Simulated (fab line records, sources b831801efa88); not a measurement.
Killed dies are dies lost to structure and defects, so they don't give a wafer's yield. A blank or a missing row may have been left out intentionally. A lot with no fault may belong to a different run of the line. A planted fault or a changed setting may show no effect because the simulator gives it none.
What tool caused it? :: flow sky130 :: Sampling: 10 lots, 30 wafers, 6 of 708 route steps

## WHAT THE GAUGES READ, wafer by wafer
SKY_METAL1_OVL_MEAS_16. Usual: METAL1_OVL gives -5 nm (standard deviation 5.1).
lot: L177
measured: day 33 04:02
on: overlay-01
METAL1_OVL (nm): -16 -12 -5
flag: 

lot: L178
measured: day 33 13:00
on: overlay-01
METAL1_OVL (nm): -5 2 -3
flag: 

lot: L182
measured: day 35 02:40
on: overlay-01
METAL1_OVL (nm): 1 -12 -7
flag: 

lot: L184
measured: day 35 17:32
on: overlay-01
METAL1_OVL (nm): -6 -6 -5
flag: 

lot: L185
measured: day 36 01:50
on: overlay-01
METAL1_OVL (nm): -1 3 -5
flag: 

lot: L186
measured: day 36 13:02
on: overlay-01
METAL1_OVL (nm): -11 -11 -5
flag: 

lot: L189
measured: day 37 08:45
on: overlay-01
METAL1_OVL (nm): -6 0 -6
flag: 

lot: L190
measured: day 37 10:40
on: overlay-02
METAL1_OVL (nm): -2 -7 -6
flag: 

lot: L192
measured: day 38 06:25
on: overlay-02
METAL1_OVL (nm): 0 -4 -7
flag: 

lot: L197
measured: day 39 15:51
on: overlay-02
METAL1_OVL (nm): -12 -1 -7
flag: 

SKY_CAP2M_OVL_MEAS_12. Usual: CAP2M_OVL gives -0.8 nm (standard deviation 1.6).
lot: L177
measured: day 41 00:59
on: overlay-01
CAP2M_OVL (nm): -1.2 -1.7 -0.6
flag: 

lot: L178
measured: day 41 08:32
on: overlay-01
CAP2M_OVL (nm): -2.1 -0.4 -0.3
flag: 

lot: L182
measured: day 42 18:02
on: overlay-02
CAP2M_OVL (nm): 1.7 0.6 1.2
flag: 

lot: L184
measured: day 43 07:46
on: overlay-02
CAP2M_OVL (nm): -0.7 -2.1 -1.8
flag: 

lot: L185
measured: day 43 12:59
on: overlay-01
CAP2M_OVL (nm): -2.1 -2.0 -2.6
flag: 

lot: L186
measured: day 44 02:04
on: overlay-02
CAP2M_OVL (nm): -0.4 -3.1 -3.1
flag: 

lot: L189
measured: day 44 18:50
on: overlay-01
CAP2M_OVL (nm): -1.9 -0.1 -0.6
flag: 

lot: L190
measured: day 44 20:20
on: overlay-01
CAP2M_OVL (nm): 1.4 -0.1 -0.7
flag: 

lot: L192
measured: day 45 14:29
on: overlay-02
CAP2M_OVL (nm): -1.4 -1.2 -0.8
flag: 

lot: L197
measured: day 46 17:23
on: overlay-01
CAP2M_OVL (nm): -1.5 -0.3 0.4
flag: 

SKY_METAL5_RS_MEAS_05: measures by four-point-probe. Usual: METAL5_ALCU_RS gives 0.02598 ohm/sq (standard deviation 0.00025).
lot: L177
measured: day 43 04:55
on: filmMetro-03
METAL5_ALCU_RS (ohm/sq): 0.02613 0.02636 0.02613
flag: 

lot: L178
measured: day 43 10:58
on: filmMetro-04
METAL5_ALCU_RS (ohm/sq): 0.02603 0.02621 0.02595
flag: 

lot: L182
measured: day 44 21:07
on: filmMetro-04
METAL5_ALCU_RS (ohm/sq): 0.0257 0.02593 0.0257
flag: 

lot: L184
measured: day 45 07:11
on: filmMetro-02
METAL5_ALCU_RS (ohm/sq): 0.02592 0.02582 0.02587
flag: 

lot: L185
measured: day 45 13:04
on: filmMetro-04
METAL5_ALCU_RS (ohm/sq): 0.02594 0.02579 0.02579
flag: 

lot: L186
measured: day 46 00:38
on: filmMetro-03
METAL5_ALCU_RS (ohm/sq): 0.0259 0.02589 0.02588
flag: 

lot: L189
measured: day 46 16:23
on: filmMetro-03
METAL5_ALCU_RS (ohm/sq): 0.01777 0.01786 0.01775
flag: OFF

lot: L190
measured: day 46 16:58
on: filmMetro-02
METAL5_ALCU_RS (ohm/sq): 0.02609 0.02583 0.02588
flag: 

lot: L192
measured: day 47 10:20
on: filmMetro-03
METAL5_ALCU_RS (ohm/sq): 0.0176 0.01778 0.01777
flag: OFF

lot: L197
measured: day 48 11:38
on: filmMetro-02
METAL5_ALCU_RS (ohm/sq): 0.02631 0.02581 0.02625
flag: 

SKY_METAL5_THK_MEAS_06: measures by xrf. Usual: METAL5_ALCU_THK gives 1176 nm (standard deviation 15).
lot: L177
measured: day 43 05:02
on: filmMetro-03
METAL5_ALCU_THK (nm): 1181 1169 1176
flag: 

lot: L178
measured: day 43 11:03
on: filmMetro-04
METAL5_ALCU_THK (nm): 1190 1178 1182
flag: 

lot: L182
measured: day 44 21:13
on: filmMetro-04
METAL5_ALCU_THK (nm): 1193 1182 1193
flag: 

lot: L184
measured: day 45 07:19
on: filmMetro-02
METAL5_ALCU_THK (nm): 1167 1171 1164
flag: 

lot: L185
measured: day 45 13:09
on: filmMetro-04
METAL5_ALCU_THK (nm): 1175 1181 1187
flag: 

lot: L186
measured: day 46 00:45
on: filmMetro-03
METAL5_ALCU_THK (nm): 1186 1179 1190
flag: 

lot: L189
measured: day 46 16:31
on: filmMetro-03
METAL5_ALCU_THK (nm): 1725 1708 1723
flag: OFF

lot: L190
measured: day 46 17:04
on: filmMetro-02
METAL5_ALCU_THK (nm): 1165 1175 1176
flag: 

lot: L192
measured: day 47 10:28
on: filmMetro-03
METAL5_ALCU_THK (nm): 1740 1721 1730
flag: OFF

lot: L197
measured: day 48 11:46
on: filmMetro-02
METAL5_ALCU_THK (nm): 1153 1177 1156
flag: 

## TOOL THAT RAN EACH LOT (tool first, then ch and the chambers of the sampled wafers, then the start)
lot: L177
SKY_METAL2_DESCUM_17: rieMetal-02 ch 1, day 35 12:41
SKY_METAL5_SPUTTER_02: pvdSputter-04, day 43 04:47

lot: L178
SKY_METAL2_DESCUM_17: rieMetal-03 ch 0,1, day 35 21:14
SKY_METAL5_SPUTTER_02: pvdSputter-04, day 43 10:48

lot: L182
SKY_METAL2_DESCUM_17: rieMetal-01 ch 0,1, day 37 09:43
SKY_METAL5_SPUTTER_02: pvdSputter-03, day 44 20:58

lot: L184
SKY_METAL2_DESCUM_17: rieMetal-03 ch 0,1, day 38 00:13
SKY_METAL5_SPUTTER_02: pvdSputter-01, day 45 07:05

lot: L185
SKY_METAL2_DESCUM_17: rieMetal-01 ch 0,1, day 38 06:49
SKY_METAL5_SPUTTER_02: pvdSputter-01, day 45 12:53

lot: L186
SKY_METAL2_DESCUM_17: rieMetal-02 ch 0,1, day 38 20:40
SKY_METAL5_SPUTTER_02: pvdSputter-01, day 46 00:31

lot: L189
SKY_METAL2_DESCUM_17: rieMetal-01 ch 0,1, day 39 13:46
SKY_METAL5_SPUTTER_02: pvdSputter-01, day 46 16:17

lot: L190
SKY_METAL2_DESCUM_17: rieMetal-01 ch 0,1, day 39 16:07
SKY_METAL5_SPUTTER_02: pvdSputter-03, day 46 16:49

lot: L192
SKY_METAL2_DESCUM_17: rieMetal-01 ch 0,1, day 40 12:07
SKY_METAL5_SPUTTER_02: pvdSputter-01, day 47 10:13

lot: L197
SKY_METAL2_DESCUM_17: rieMetal-01 ch 0,1, day 41 18:43
SKY_METAL5_SPUTTER_02: pvdSputter-04, day 48 11:31
- SKY_METAL2_DESCUM_17: chemistry O2, time 8 s.
- SKY_METAL5_SPUTTER_02: material AlCu, target thk 1150 nm, time 63.78 s.

## WHAT THE TOOLS THEMSELVES READ (means of the sampled wafers that have a number; where no wafer has one, the mark that the record gives instead)
SKY_METAL2_DESCUM_17. Usual: drypumpMotorCurrentA 5.72 A, standard deviation 0.27; oesProductAu 1.000 a.u., standard deviation 0.0092.
lot: L177
tool: rieMetal-02
drypumpMotorCurrentA (A): 5.85
oesProductAu (a.u.): 1.011
flag: 

lot: L178
tool: rieMetal-03
drypumpMotorCurrentA (A): 6.00
oesProductAu (a.u.): 1.000
flag: 

lot: L182
tool: rieMetal-01
drypumpMotorCurrentA (A): 5.60
oesProductAu (a.u.): 1.012
flag: 

lot: L184
tool: rieMetal-03
drypumpMotorCurrentA (A): 6.20
oesProductAu (a.u.): 0.983
flag: 

lot: L185
tool: rieMetal-01
drypumpMotorCurrentA (A): 5.54
oesProductAu (a.u.): 1.004
flag: 

lot: L186
tool: rieMetal-02
drypumpMotorCurrentA (A): 5.70
oesProductAu (a.u.): 1.008
flag: 

lot: L189
tool: rieMetal-01
drypumpMotorCurrentA (A): 5.54
oesProductAu (a.u.): 0.998
flag: 

lot: L190
tool: rieMetal-01
drypumpMotorCurrentA (A): 5.61
oesProductAu (a.u.): 1.001
flag: 

lot: L192
tool: rieMetal-01
drypumpMotorCurrentA (A): 5.54
oesProductAu (a.u.): 1.005
flag: 

lot: L197
tool: rieMetal-01
drypumpMotorCurrentA (A): 5.53
oesProductAu (a.u.): 1.003
flag: 

SKY_METAL5_SPUTTER_02. Usual: throttleValvePct reads 30.5 % (standard deviation 1.2).
lot: L177
tool: pvdSputter-04
throttleValvePct (%): 29.1
flag: 

lot: L178
tool: pvdSputter-04
throttleValvePct (%): 29.9
flag: 

lot: L182
tool: pvdSputter-03
throttleValvePct (%): 29.9
flag: 

lot: L184
tool: pvdSputter-01
throttleValvePct (%): 31.0
flag: 

lot: L185
tool: pvdSputter-01
throttleValvePct (%): 30.6
flag: 

lot: L186
tool: pvdSputter-01
throttleValvePct (%): 30.6
flag: 

lot: L189
tool: pvdSputter-01
throttleValvePct (%): 30.4
flag: 

lot: L190
tool: pvdSputter-03
throttleValvePct (%): 29.6
flag: 

lot: L192
tool: pvdSputter-01
throttleValvePct (%): 31.0
flag: 

lot: L197
tool: pvdSputter-04
throttleValvePct (%): 29.8
flag: 

## THE ANSWER, worked out from the rows above alone
Rule: take the mean of a lot's wafers that have a number; if it is more than 3 standard deviations from the usual mean, the lot is off. A lot without any number at a reading at which 4 lots or more have one is off too. Where the step has rows for the other lots, those lots are counted as sound. First the gauges in route order, then the tools' own readings, where a lot's mean is used as printed above. At the first step where some lot is off, the reading lying furthest off is the one used; lots without a number count as furthest.
Off: L189, L192, at SKY_METAL5_RS_MEAS_05 (METAL5_ALCU_RS).
If a tool, at a process step before that reading, ran all the lots that are off and no sound lot after the first of them, it fits. The gauges at SKY_METAL5_RS_MEAS_05 are tried like those tools. 2 tools fit, pvdSputter-01 at SKY_METAL5_SPUTTER_02 and filmMetro-03 at SKY_METAL5_RS_MEAS_05, so this cannot tell which one it is.

## WHAT THE SIMULATOR HAD INSERTED
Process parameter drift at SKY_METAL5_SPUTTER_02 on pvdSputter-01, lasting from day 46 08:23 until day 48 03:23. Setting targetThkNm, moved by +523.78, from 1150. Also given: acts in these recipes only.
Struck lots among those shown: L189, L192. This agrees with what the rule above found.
